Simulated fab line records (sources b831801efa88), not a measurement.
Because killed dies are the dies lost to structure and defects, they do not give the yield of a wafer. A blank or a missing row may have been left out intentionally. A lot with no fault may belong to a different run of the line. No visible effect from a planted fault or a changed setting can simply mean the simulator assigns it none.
fab line records -- flow sky130
record lots=24, wafers=72, last_day=50
route steps=708 shown LDD_N@244 POLY_CUT@319 CONTACT@430 METAL1@449 VIA1@471 METAL3@564
lots untouched by any fault: they come from a run of this same line in which no faults occurred
start_h: the number of hours between the record's first day and the start of the first shown wafer of the lot -- wait_h: how many hours have passed since the lot's step before this one -- " repeats the value in the row above -- L1.1+2: a single row standing in for several wafers -- - no value, or no start was given -- * or withheld: withheld -- < > ~ a bound
route shown NAME@n: names a module that has steps shown in the file, with the first one's number in the route -- usual: mean/standard deviation of fault-free wafers -- same: alike in all rows -- chamber/n: place in a boat -- sites: per-site readings -- _std_site: standard deviation of those values -- _edge_site: mean of outer sites minus mean of inner sites -- radius_mm: how far each site lies from the wafer's centre -- mask NAME#n: copy n -- behind: the tool/chamber that last shaped the wafer -- hold: what put the lot on hold/how long, in hours/how the hold closed -- device: whichever transistor did not switch (one of n, p or np) -- end of line: the same wafers' tests at the end of the route -- step lacking rows: just its recipe -- killed: not the wafer's yield, but the dies lost to structure and defects at the first sort -- map: per-die view of a wafer (x killed, . not killed, _ where there is no die)
set.NAME: the run value of the setting; set.NAME@STEP: its run value at that earlier step -- model.NAME: the simulator's own value behind a step, which no gauge read
the route's steps for a sample of lots (tables are steps, rows are wafers)
services: a tool's chamber out of use, with start hour (start_h, from the record's first day; less than 0 if before it), hours out, and reason
## steps
# step SKY_LDD_N_OVL_MEAS_07
# usual LDD_N_OVL=0.6/1.2
lot.wafer,tool,chamber,start_h,wait_h,LDD_N_OVL[nm]
L074.1,overlay-02,-,424.90,0.1,1.2
L074.2,overlay-02,-,424.90,0.1,0.7
L074.4,overlay-02,-,424.90,0.1,1.8
L075.3,overlay-01,-,429.49,0.1,0.5
L075.4,overlay-01,-,429.49,0.1,-0.4
L075.5,overlay-01,-,429.49,0.1,1.2
L076.2,overlay-02,-,429.90,0.1,0.1
L076.3,overlay-02,-,429.90,0.1,-1.6
L076.5,overlay-02,-,429.90,0.1,-0.1
L077.1,overlay-01,-,446.11,0.1,1.5
L077.4,overlay-01,-,446.11,0.1,0.3
L077.5,overlay-01,-,446.11,0.1,2.3
L078.2,overlay-01,-,453.30,0.1,2.5
L078.3,overlay-01,-,453.30,0.1,1.7
L078.4,overlay-01,-,453.30,0.1,3.4
L079.3,overlay-02,-,459.28,0.1,1.1
L079.4,overlay-02,-,459.28,0.1,0.8
L079.5,overlay-02,-,459.28,0.1,1.0
L080.1,overlay-02,-,464.06,0.1,0.0
L080.4,overlay-02,-,464.06,0.1,0.0
L080.5,overlay-02,-,464.06,0.1,1.3
L081.1,overlay-02,-,469.66,0.1,3.1
L081.2,overlay-02,-,469.66,0.1,1.9
L081.3,overlay-02,-,469.66,0.1,1.4
L082.2,overlay-02,-,484.50,0.1,0.0
L082.4,overlay-02,-,484.50,0.1,3.2
L082.6,overlay-02,-,484.50,0.1,-0.9
L083.1,overlay-02,-,488.03,0.1,1.8
L083.3,overlay-02,-,488.03,0.1,1.7
L083.5,overlay-02,-,488.03,0.1,1.6
L084.1,overlay-02,-,498.03,0.1,1.2
L084.4,overlay-02,-,498.03,0.1,0.6
L084.6,overlay-02,-,498.03,0.1,2.3
L085.1,overlay-02,-,508.74,0.1,0.0
L085.3,overlay-02,-,508.74,0.1,0.1
L085.5,overlay-02,-,508.74,0.1,1.1
L086.3,overlay-01,-,514.74,0.1,-0.5
L086.4,overlay-01,-,514.74,0.1,-1.5
L086.5,overlay-01,-,514.74,0.1,1.6
L087.2,overlay-01,-,528.02,0.1,-1.1
L087.3,overlay-01,-,528.02,0.1,-1.0
L087.5,overlay-01,-,528.02,0.1,-1.3
L088.1,overlay-02,-,532.31,0.1,1.6
L088.4,overlay-02,-,532.31,0.1,-1.1
L088.6,overlay-02,-,532.31,0.1,-0.3
L089.1,overlay-02,-,539.69,0.1,-0.7
L089.3,overlay-02,-,539.69,0.1,0.0
L089.6,overlay-02,-,539.69,0.1,0.2
L090.2,overlay-01,-,542.68,0.1,0.0
L090.4,overlay-01,-,542.68,0.1,2.7
L090.5,overlay-01,-,542.68,0.1,-1.3
L091.1,overlay-02,-,550.58,0.1,1.0
L091.2,overlay-02,-,550.58,0.1,-0.2
L091.4,overlay-02,-,550.58,0.1,-1.0
L092.1,overlay-02,-,557.59,0.1,0.2
L092.2,overlay-02,-,557.59,0.1,2.7
L092.3,overlay-02,-,557.59,0.1,2.2
L093.2,overlay-01,-,569.82,0.1,2.1
L093.3,overlay-01,-,569.82,0.1,0.4
L093.4,overlay-01,-,569.82,0.1,0.6
L094.2,overlay-02,-,573.95,0.1,-0.2
L094.5,overlay-02,-,573.95,0.1,0.9
L094.6,overlay-02,-,573.95,0.1,-0.7
L095.1,overlay-02,-,584.24,0.1,0.0
L095.3,overlay-02,-,584.24,0.1,0.0
L095.4,overlay-02,-,584.24,0.1,0.0
L096.4,overlay-02,-,598.51,0.1,1.1
L096.5,overlay-02,-,598.51,0.1,2.7
L096.6,overlay-02,-,598.51,0.1,1.4
L097.1,overlay-01,-,604.56,0.1,0.1
L097.3,overlay-01,-,604.56,0.1,0.4
L097.4,overlay-01,-,604.56,0.1,-0.7
# step SKY_POLY_CUT_STRIP_12
# recipe chemistry=O2/N2, power_w=1400, pressure_mtorr=1500, platen_temp_c=withheld, o2_flow_sccm=3000, n2_flow_sccm=300, overash_fraction=0.5
# usual chamber_pressure_mTorr=1500.0/1.4, drypump_motor_current_A=5.8/0.37, oes_product_au=0.453/0.0046, strip_time_to_endpoint_s=5.360/0.018
lot.wafer,tool,chamber,start_h,wait_h,chamber_pressure_mTorr,drypump_motor_current_A,oes_product_au,rf_hours_counter_h,strip_time_to_endpoint_s
L074.1,plasma_asher-02,1,580.19,0.0,1499.1,5.2,0.456,16,5.339
L074.2,plasma_asher-02,0,580.19,0.0,1499.1,6.4,0.455,16,5.337
L074.4,plasma_asher-02,0,580.19,0.0,1499.0,6.4,0.459,-,5.348
L076.2,plasma_asher-02,0,587.05,0.0,1500.4,6.4,0.456,17,5.370
L076.3,plasma_asher-02,0,587.05,0.0,1499.5,6.4,0.447,-,5.366
L076.5,plasma_asher-02,0,587.05,0.0,1499.6,6.3,0.463,-,5.390
L075.3,plasma_asher-03,0,587.21,0.1,1498.7,6.0,0.462,-,5.365
L075.4,plasma_asher-03,1,587.21,0.1,1499.7,5.7,0.450,-,5.380
L075.5,plasma_asher-03,0,587.21,0.1,1499.5,6.0,0.451,-,5.367
L077.1,plasma_asher-02,0,601.50,0.0,1500.5,6.4,0.445,18,5.377
L077.4,plasma_asher-02,0,601.50,0.0,1499.4,6.4,0.456,-,5.351
L077.5,plasma_asher-02,1,601.50,0.0,1501.0,5.2,0.452,-,5.359
L078.2,plasma_asher-03,1,608.73,0.0,1501.1,5.7,0.452,75,5.377
L078.3,plasma_asher-03,0,608.73,0.0,1501.2,6.0,0.462,-,5.340
L078.4,plasma_asher-03,1,608.73,0.0,1498.7,5.7,0.455,-,5.352
L079.3,plasma_asher-04,1,612.39,0.1,1499.8,5.7,0.460,-,5.361
L079.4,plasma_asher-04,0,612.39,0.1,1501.5,5.3,0.452,-,5.391
L079.5,plasma_asher-04,1,612.39,0.1,1501.3,5.6,0.456,-,5.373
L080.1,plasma_asher-04,1,618.98,0.0,1500.5,5.7,0.461,90,5.367
L080.4,plasma_asher-04,1,618.98,0.0,1501.3,5.7,0.454,-,5.368
L080.5,plasma_asher-04,1,618.98,0.0,1498.8,5.6,0.452,-,5.369
L081.1,plasma_asher-03,0,624.54,0.0,1498.4,6.0,0.466,77,5.382
L081.2,plasma_asher-03,1,624.54,0.0,1500.1,5.7,0.449,77,5.369
L081.3,plasma_asher-03,0,624.54,0.0,1500.3,6.0,0.457,-,5.365
L082.2,plasma_asher-03,1,638.68,0.0,1500.5,5.7,0.450,78,5.384
L082.4,plasma_asher-03,0,638.68,0.0,1500.4,5.9,0.456,-,5.374
L082.6,plasma_asher-03,0,638.68,0.0,1500.2,5.9,0.452,-,5.366
L083.1,plasma_asher-02,1,641.40,0.0,1504.1,5.2,0.452,22,5.352
L083.3,plasma_asher-02,1,641.40,0.0,1500.2,5.2,0.461,-,5.361
L083.5,plasma_asher-02,0,641.40,0.0,1500.3,6.4,0.447,-,5.347
L084.1,plasma_asher-03,0,651.54,0.0,1498.1,6.0,0.460,79,5.395
L084.4,plasma_asher-03,1,651.54,0.0,1501.8,5.7,0.452,-,5.396
L084.6,plasma_asher-03,0,651.54,0.0,1499.0,6.0,0.445,-,5.380
L085.1,plasma_asher-03,1,660.80,0.0,1500.1,5.7,0.447,80,5.352
L085.3,plasma_asher-03,0,660.80,0.0,1500.4,6.0,0.459,-,5.338
L085.5,plasma_asher-03,1,660.80,0.0,1498.8,5.7,0.453,-,5.373
L086.3,plasma_asher-03,1,665.97,0.1,1497.1,5.7,0.459,-,5.356
L086.4,plasma_asher-03,0,665.97,0.1,1501.8,6.0,0.448,-,5.356
L086.5,plasma_asher-03,0,665.97,0.1,1499.1,6.0,0.456,-,5.377
L087.2,plasma_asher-02,1,678.94,0.0,1498.1,5.2,0.449,26,5.335
L087.3,plasma_asher-02,0,678.94,0.0,1500.9,6.4,0.449,-,5.358
L087.5,plasma_asher-02,1,678.94,0.0,1500.9,5.2,0.458,-,5.365
L088.1,plasma_asher-04,1,681.99,0.0,1500.2,5.7,0.459,97,5.352
L088.4,plasma_asher-04,1,681.99,0.0,1501.3,5.6,0.442,-,5.349
L088.6,plasma_asher-04,0,681.99,0.0,1500.7,5.3,0.451,-,5.336
L089.1,plasma_asher-03,1,690.20,0.0,1502.0,5.7,0.451,83,5.361
L089.3,plasma_asher-03,0,690.20,0.0,1498.8,6.0,0.456,-,5.391
L089.6,plasma_asher-03,1,690.20,0.0,1497.7,5.7,0.455,-,5.382
L090.2,plasma_asher-03,0,691.79,0.0,1501.2,6.0,0.460,83,5.365
L090.4,plasma_asher-03,1,691.79,0.0,1500.3,5.7,0.450,-,5.357
L090.5,plasma_asher-03,0,691.79,0.0,1499.2,6.0,0.455,-,5.350
L091.1,plasma_asher-02,0,698.19,0.0,1499.5,6.3,0.447,28,5.328
L091.2,plasma_asher-02,1,698.19,0.0,1499.6,5.2,0.451,28,5.339
L091.4,plasma_asher-02,1,698.19,0.0,1499.9,5.2,0.458,-,5.329
L092.1,plasma_asher-02,1,705.29,0.0,1501.6,5.2,0.450,28,5.346
L092.2,plasma_asher-02,0,705.29,0.0,1499.8,6.4,0.454,28,5.371
L092.3,plasma_asher-02,0,705.29,0.0,1497.5,6.4,0.455,-,5.369
L093.2,plasma_asher-03,1,717.55,0.0,1499.3,5.7,0.457,86,5.325
L093.3,plasma_asher-03,1,717.55,0.0,1498.6,5.7,0.451,-,5.328
L093.4,plasma_asher-03,0,717.55,0.0,1502.2,6.0,0.449,-,5.328
L094.2,plasma_asher-04,1,721.74,0.0,1500.7,5.6,0.457,101,5.374
L094.5,plasma_asher-04,0,721.74,0.0,1496.9,5.3,0.458,-,5.403
L094.6,plasma_asher-04,1,721.74,0.0,1497.6,5.7,0.452,-,5.362
L095.1,plasma_asher-03,1,732.95,0.0,1498.7,5.7,0.454,87,5.325
L095.3,plasma_asher-03,0,732.95,0.0,1500.2,6.0,0.453,-,5.333
L095.4,plasma_asher-03,1,732.95,0.0,1499.0,5.7,0.446,-,5.323
L096.4,plasma_asher-03,0,742.62,0.0,1498.2,5.9,0.449,-,5.373
L096.5,plasma_asher-03,1,742.62,0.0,1501.3,5.7,0.456,-,5.364
L096.6,plasma_asher-03,0,742.62,0.0,1501.7,5.9,0.458,-,5.361
L097.1,plasma_asher-02,0,749.55,0.0,1500.5,6.4,0.446,33,5.363
L097.3,plasma_asher-02,1,749.55,0.0,1500.8,5.2,0.450,-,5.361
L097.4,plasma_asher-02,0,749.55,0.0,1501.2,6.4,0.454,-,5.369
# step SKY_CONTACT_CVD_24
# recipe material=W, target_thk_nm=340, time_s=102.12, temp_c=400, pressure_torr=40
# usual heater_power_w=839/50
lot.wafer,tool,chamber,start_h,wait_h,heater_power_w
L074.1,cvd_w-02,1,755.68,0.0,882
L074.2,cvd_w-02,0,755.68,0.0,761
L074.4,cvd_w-02,1,755.68,0.0,877
L076.2,cvd_w-02,0,763.63,0.0,777
L076.3,cvd_w-02,1,763.63,0.0,887
L076.5,cvd_w-02,1,763.63,0.0,905
L075.3,cvd_w-01,0,764.46,0.1,838
L075.4,cvd_w-01,1,764.46,0.1,878
L075.5,cvd_w-01,0,764.46,0.1,817
L077.1,cvd_w-01,1,776.19,0.0,871
L077.4,cvd_w-01,0,776.19,0.0,804
L077.5,cvd_w-01,1,776.19,0.0,877
L078.2,cvd_w-01,0,781.07,0.0,819
L078.3,cvd_w-01,0,781.07,0.0,819
L078.4,cvd_w-01,1,781.07,0.0,861
L079.3,cvd_w-01,1,786.50,0.1,874
L079.4,cvd_w-01,0,786.50,0.1,809
L079.5,cvd_w-01,1,786.50,0.1,886
L080.1,cvd_w-01,0,791.80,0.0,829
L080.4,cvd_w-01,0,791.80,0.0,803
L080.5,cvd_w-01,0,791.80,0.0,834
L081.1,cvd_w-01,1,798.44,0.0,876
L081.2,cvd_w-01,1,798.44,0.0,875
L081.3,cvd_w-01,1,798.44,0.0,872
L082.2,cvd_w-01,1,809.99,0.0,868
L082.4,cvd_w-01,1,809.99,0.0,861
L082.6,cvd_w-01,0,809.99,0.0,809
L083.1,cvd_w-01,1,813.65,0.0,878
L083.3,cvd_w-01,1,813.65,0.0,866
L083.5,cvd_w-01,1,813.65,0.0,869
L084.1,cvd_w-02,0,821.93,0.0,753
L084.4,cvd_w-02,0,821.93,0.0,749
L084.6,cvd_w-02,1,821.93,0.0,888
L085.1,cvd_w-02,0,830.23,0.0,773
L085.3,cvd_w-02,0,830.23,0.0,783
L085.5,cvd_w-02,0,830.23,0.0,759
L086.3,cvd_w-01,1,835.46,0.1,892
L086.4,cvd_w-01,0,835.46,0.1,815
L086.5,cvd_w-01,0,835.46,0.1,817
L087.2,cvd_w-01,1,848.99,0.0,877
L087.3,cvd_w-01,0,848.99,0.0,809
L087.5,cvd_w-01,1,848.99,0.0,869
L088.1,cvd_w-02,0,850.04,0.0,786
L088.4,cvd_w-02,1,850.04,0.0,892
L088.6,cvd_w-02,1,850.04,0.0,888
L089.1,cvd_w-02,0,858.65,0.0,790
L089.3,cvd_w-02,1,858.65,0.0,889
L089.6,cvd_w-02,0,858.65,0.0,787
L090.2,cvd_w-02,1,859.93,0.0,911
L090.4,cvd_w-02,0,859.93,0.0,754
L090.5,cvd_w-02,0,859.93,0.0,752
L091.1,cvd_w-02,0,864.77,0.0,765
L091.2,cvd_w-02,1,864.77,0.0,876
L091.4,cvd_w-02,1,864.77,0.0,869
L092.1,cvd_w-01,0,871.57,0.0,839
L092.2,cvd_w-01,1,871.57,0.0,899
L092.3,cvd_w-01,1,871.57,0.0,843
L093.2,cvd_w-02,1,884.01,0.0,880
L093.3,cvd_w-02,1,884.01,0.0,886
L093.4,cvd_w-02,0,884.01,0.0,779
L094.2,cvd_w-02,1,888.02,0.0,916
L094.5,cvd_w-02,1,888.02,0.0,863
L094.6,cvd_w-02,0,888.02,0.0,766
L095.1,cvd_w-01,0,896.82,0.0,835
L095.3,cvd_w-01,1,896.82,0.0,890
L095.4,cvd_w-01,0,896.82,0.0,795
L096.4,cvd_w-02,0,905.33,0.1,764
L096.5,cvd_w-02,0,905.33,0.1,776
L096.6,cvd_w-02,1,905.33,0.1,871
L097.1,cvd_w-02,1,912.92,0.0,884
L097.3,cvd_w-02,1,912.92,0.0,888
L097.4,cvd_w-02,0,912.92,0.0,760
# step SKY_METAL1_CD_MEAS_15
# recipe target_cd_nm=140
# usual cd_nm=139.4/1.5
lot.wafer,tool,chamber,start_h,wait_h,cd_nm
L074.1,cd_sem-02,-,783.21,-,140.9
L074.2,cd_sem-02,-,783.21,-,140.7
L074.4,cd_sem-02,-,783.21,-,140.5
L076.2,cd_sem-01,-,791.28,-,139.3
L076.3,cd_sem-01,-,791.28,-,139.9
L076.5,cd_sem-01,-,791.28,-,139.2
L075.3,cd_sem-01,-,792.78,-,140.6
L075.4,cd_sem-01,-,792.78,-,139.6
L075.5,cd_sem-01,-,792.78,-,139.5
L077.1,cd_sem-01,-,804.46,-,137.6
L077.4,cd_sem-01,-,804.46,-,137.7
L077.5,cd_sem-01,-,804.46,-,139.2
L078.2,cd_sem-02,-,807.88,-,138.6
L078.3,cd_sem-02,-,807.88,-,140.6
L078.4,cd_sem-02,-,807.88,-,139.5
L079.3,cd_sem-01,-,813.57,-,137.9
L079.4,cd_sem-01,-,813.57,-,137.1
L079.5,cd_sem-01,-,813.57,-,137.4
L080.1,cd_sem-02,-,818.60,-,139.2
L080.4,cd_sem-02,-,818.60,-,137.4
L080.5,cd_sem-02,-,818.60,-,137.5
L081.1,cd_sem-02,-,825.57,-,138.7
L081.2,cd_sem-02,-,825.57,-,140.3
L081.3,cd_sem-02,-,825.57,-,140.2
L082.2,cd_sem-01,-,837.27,-,140.1
L082.4,cd_sem-01,-,837.27,-,139.3
L082.6,cd_sem-01,-,837.27,-,140.9
L083.1,cd_sem-01,-,840.81,-,143.1
L083.3,cd_sem-01,-,840.81,-,142.5
L083.5,cd_sem-01,-,840.81,-,141.4
L084.1,cd_sem-01,-,849.18,-,138.6
L084.4,cd_sem-01,-,849.18,-,138.0
L084.6,cd_sem-01,-,849.18,-,138.6
L085.1,cd_sem-02,-,857.20,-,138.6
L085.3,cd_sem-02,-,857.20,-,140.1
L085.5,cd_sem-02,-,857.20,-,139.1
L086.3,cd_sem-01,-,862.09,-,139.5
L086.4,cd_sem-01,-,862.09,-,139.0
L086.5,cd_sem-01,-,862.09,-,141.1
L087.2,cd_sem-02,-,874.73,-,138.0
L087.3,cd_sem-02,-,874.73,-,138.0
L087.5,cd_sem-02,-,874.73,-,137.8
L088.1,cd_sem-01,-,876.48,-,139.1
L088.4,cd_sem-01,-,876.48,-,139.6
L088.6,cd_sem-01,-,876.48,-,137.8
L089.1,cd_sem-01,-,884.95,-,140.1
L089.3,cd_sem-01,-,884.95,-,141.5
L089.6,cd_sem-01,-,884.95,-,140.0
L090.2,cd_sem-02,-,886.22,-,138.7
L090.4,cd_sem-02,-,886.22,-,138.5
L090.5,cd_sem-02,-,886.22,-,138.2
L091.1,cd_sem-02,-,891.33,-,140.1
L091.2,cd_sem-02,-,891.33,-,141.9
L091.4,cd_sem-02,-,891.33,-,140.1
L092.1,cd_sem-02,-,896.90,-,135.2
L092.2,cd_sem-02,-,896.90,-,137.4
L092.3,cd_sem-02,-,896.90,-,136.9
L093.2,cd_sem-01,-,909.25,-,141.2
L093.3,cd_sem-01,-,909.25,-,140.2
L093.4,cd_sem-01,-,909.25,-,141.6
L094.2,cd_sem-01,-,913.88,-,138.8
L094.5,cd_sem-01,-,913.88,-,139.1
L094.6,cd_sem-01,-,913.88,-,137.9
L095.1,cd_sem-02,-,921.76,-,139.2
L095.3,cd_sem-02,-,921.76,-,139.0
L095.4,cd_sem-02,-,921.76,-,139.8
L096.4,cd_sem-01,-,931.27,-,138.7
L096.5,cd_sem-01,-,931.27,-,138.4
L096.6,cd_sem-01,-,931.27,-,137.6
L097.1,cd_sem-01,-,938.72,-,138.7
L097.3,cd_sem-01,-,938.72,-,140.3
L097.4,cd_sem-01,-,938.72,-,138.9
# step SKY_VIA1_OVL_MEAS_13
# usual VIA1_OVL=4/5.4
lot.wafer,tool,chamber,start_h,wait_h,VIA1_OVL[nm]
L074.1,overlay-02,-,811.18,0.1,-4
L074.2,overlay-02,-,811.18,0.1,4
L074.4,overlay-02,-,811.18,0.1,3
L076.2,overlay-01,-,818.59,0.1,-3
L076.3,overlay-01,-,818.59,0.1,-2
L076.5,overlay-01,-,818.59,0.1,3
L075.3,overlay-01,-,820.58,0.1,7
L075.4,overlay-01,-,820.58,0.1,-2
L075.5,overlay-01,-,820.58,0.1,7
L077.1,overlay-02,-,832.62,0.1,0
L077.4,overlay-02,-,832.62,0.1,0
L077.5,overlay-02,-,832.62,0.1,-5
L078.2,overlay-01,-,835.84,0.1,0
L078.3,overlay-01,-,835.84,0.1,-4
L078.4,overlay-01,-,835.84,0.1,6
L079.3,overlay-01,-,841.58,0.1,6
L079.4,overlay-01,-,841.58,0.1,8
L079.5,overlay-01,-,841.58,0.1,3
L080.1,overlay-01,-,847.68,0.1,-3
L080.4,overlay-01,-,847.68,0.1,-4
L080.5,overlay-01,-,847.68,0.1,0
L081.1,overlay-02,-,854.12,0.1,0
L081.2,overlay-02,-,854.12,0.1,7
L081.3,overlay-02,-,854.12,0.1,9
L082.2,overlay-02,-,865.39,0.1,0
L082.4,overlay-02,-,865.39,0.1,-1
L082.6,overlay-02,-,865.39,0.1,4
L083.1,overlay-02,-,867.92,0.1,0
L083.3,overlay-02,-,867.92,0.1,0
L083.5,overlay-02,-,867.92,0.1,0
L084.1,overlay-02,-,876.42,0.1,6
L084.4,overlay-02,-,876.42,0.1,7
L084.6,overlay-02,-,876.42,0.1,5
L085.1,overlay-01,-,883.77,0.1,6
L085.3,overlay-01,-,883.77,0.1,3
L085.5,overlay-01,-,883.77,0.1,-1
L086.3,overlay-01,-,889.25,0.1,-3
L086.4,overlay-01,-,889.25,0.1,2
L086.5,overlay-01,-,889.25,0.1,1
L087.2,overlay-01,-,901.03,0.1,6
L087.3,overlay-01,-,901.03,0.1,9
L087.5,overlay-01,-,901.03,0.1,5
L088.1,overlay-01,-,903.08,0.1,7
L088.4,overlay-01,-,903.08,0.1,3
L088.6,overlay-01,-,903.08,0.1,3
L089.1,overlay-01,-,911.63,0.1,-5
L089.3,overlay-01,-,911.63,0.1,-2
L089.6,overlay-01,-,911.63,0.1,5
L090.2,overlay-01,-,912.63,0.1,9
L090.4,overlay-01,-,912.63,0.1,9
L090.5,overlay-01,-,912.63,0.1,15
L091.1,overlay-01,-,918.13,0.1,4
L091.2,overlay-01,-,918.13,0.1,8
L091.4,overlay-01,-,918.13,0.1,5
L092.1,overlay-01,-,923.33,0.1,9
L092.2,overlay-01,-,923.33,0.1,12
L092.3,overlay-01,-,923.33,0.1,6
L093.2,overlay-01,-,934.37,0.1,11
L093.3,overlay-01,-,934.37,0.1,11
L093.4,overlay-01,-,934.37,0.1,13
L094.2,overlay-01,-,940.69,0.1,14
L094.5,overlay-01,-,940.69,0.1,3
L094.6,overlay-01,-,940.69,0.1,7
L095.1,overlay-02,-,948.27,0.1,13
L095.3,overlay-02,-,948.27,0.1,17
L095.4,overlay-02,-,948.27,0.1,13
L096.4,overlay-02,-,956.50,0.1,6
L096.5,overlay-02,-,956.50,0.1,0
L096.6,overlay-02,-,956.50,0.1,2
L097.1,overlay-01,-,964.32,0.1,1
L097.3,overlay-01,-,964.32,0.1,7
L097.4,overlay-01,-,964.32,0.1,6
# step SKY_METAL3_OVL_MEAS_14
# usual METAL3_OVL=-1/4.8
lot.wafer,tool,chamber,start_h,wait_h,METAL3_OVL[nm]
L074.1,overlay-01,-,920.63,0.1,4
L074.2,overlay-01,-,920.63,0.1,6
L074.4,overlay-01,-,920.63,0.1,3
L076.2,overlay-02,-,925.87,0.1,-1
L076.3,overlay-02,-,925.87,0.1,-2
L076.5,overlay-02,-,925.87,0.1,-6
L075.3,overlay-01,-,928.28,0.1,1
L075.4,overlay-01,-,928.28,0.1,-2
L075.5,overlay-01,-,928.28,0.1,3
L077.1,overlay-01,-,939.27,0.1,-6
L077.4,overlay-01,-,939.27,0.1,4
L077.5,overlay-01,-,939.27,0.1,-4
L078.2,overlay-01,-,942.04,0.1,3
L078.3,overlay-01,-,942.04,0.1,5
L078.4,overlay-01,-,942.04,0.1,-2
L079.3,overlay-01,-,947.00,0.1,-2
L079.4,overlay-01,-,947.00,0.1,0
L079.5,overlay-01,-,947.00,0.1,-3
L080.1,overlay-02,-,951.64,0.1,1
L080.4,overlay-02,-,951.64,0.1,6
L080.5,overlay-02,-,951.64,0.1,1
L081.1,overlay-01,-,959.42,0.1,-4
L081.2,overlay-01,-,959.42,0.1,-1
L081.3,overlay-01,-,959.42,0.1,-4
L082.2,overlay-02,-,970.24,0.1,4
L082.4,overlay-02,-,970.24,0.1,2
L082.6,overlay-02,-,970.24,0.1,-2
L083.1,overlay-02,-,971.99,0.1,-2
L083.3,overlay-02,-,971.99,0.1,1
L083.5,overlay-02,-,971.99,0.1,-4
L084.1,overlay-01,-,980.64,0.1,-1
L084.4,overlay-01,-,980.64,0.1,-9
L084.6,overlay-01,-,980.64,0.1,4
L085.1,overlay-02,-,985.82,0.1,-2
L085.3,overlay-02,-,985.82,0.1,-2
L085.5,overlay-02,-,985.82,0.1,-1
L086.3,overlay-02,-,993.05,0.1,0
L086.4,overlay-02,-,993.05,0.1,7
L086.5,overlay-02,-,993.05,0.1,-7
L087.2,overlay-01,-,1002.44,0.1,-6
L087.3,overlay-01,-,1002.44,0.1,-6
L087.5,overlay-01,-,1002.44,0.1,-2
L088.1,overlay-01,-,1005.07,0.1,-5
L088.4,overlay-01,-,1005.07,0.1,-7
L088.6,overlay-01,-,1005.07,0.1,-17
L089.1,overlay-01,-,1012.62,0.1,2
L089.3,overlay-01,-,1012.62,0.1,5
L089.6,overlay-01,-,1012.62,0.1,-2
L090.2,overlay-02,-,1014.39,0.1,-3
L090.4,overlay-02,-,1014.39,0.1,-12
L090.5,overlay-02,-,1014.39,0.1,-4
L091.1,overlay-01,-,1018.70,0.1,-8
L091.2,overlay-01,-,1018.70,0.1,-6
L091.4,overlay-01,-,1018.70,0.1,-5
L092.1,overlay-02,-,1024.77,0.1,4
L092.2,overlay-02,-,1024.77,0.1,5
L092.3,overlay-02,-,1024.77,0.1,2
L093.2,overlay-02,-,1032.93,0.1,4
L093.3,overlay-02,-,1032.93,0.1,-2
L093.4,overlay-02,-,1032.93,0.1,7
L094.2,overlay-01,-,1040.09,0.1,6
L094.5,overlay-01,-,1040.09,0.1,2
L094.6,overlay-01,-,1040.09,0.1,3
L095.1,overlay-01,-,1047.49,0.1,1
L095.3,overlay-01,-,1047.49,0.1,3
L095.4,overlay-01,-,1047.49,0.1,0
L096.4,overlay-02,-,1053.78,0.1,1
L096.5,overlay-02,-,1053.78,0.1,-1
L096.6,overlay-02,-,1053.78,0.1,2
L097.1,overlay-01,-,1061.32,0.1,-2
L097.3,overlay-01,-,1061.32,0.1,0
L097.4,overlay-01,-,1061.32,0.1,-4
## services
tool,chamber,start_h,hours,kind
plasma_asher-03,-,558.08,22.2,repair
cvd_w-02,1,611.60,1.4,repair
cvd_w-01,-,634.97,1.0,repair
plasma_asher-02,-,675.09,2.7,repair
plasma_asher-03,-,693.33,2.8,pm
cvd_w-01,0,710.13,15.1,repair
plasma_asher-04,-,733.75,9.0,pm
plasma_asher-04,0,733.75,9.0,vent_cycle
cvd_w-01,-,735.41,6.0,pm
cvd_w-02,-,753.89,0.3,repair
cvd_w-01,-,764.98,0.2,repair
cvd_w-02,-,786.78,6.9,pm
plasma_asher-03,-,787.93,0.5,repair
cvd_w-02,1,796.58,5.9,repair
plasma_asher-02,-,797.45,2.8,pm
cvd_w-01,0,798.14,3.3,repair
cvd_w-01,-,827.97,2.8,pm
plasma_asher-03,-,870.19,6.1,repair
plasma_asher-02,-,883.86,8.6,repair
plasma_asher-02,-,884.26,3.9,repair
plasma_asher-03,-,895.18,1.1,repair
cvd_w-01,-,904.00,14.0,pm
cvd_w-01,0,904.00,14.0,vent_cycle
cvd_w-01,1,904.00,14.0,vent_cycle
## key
fault none
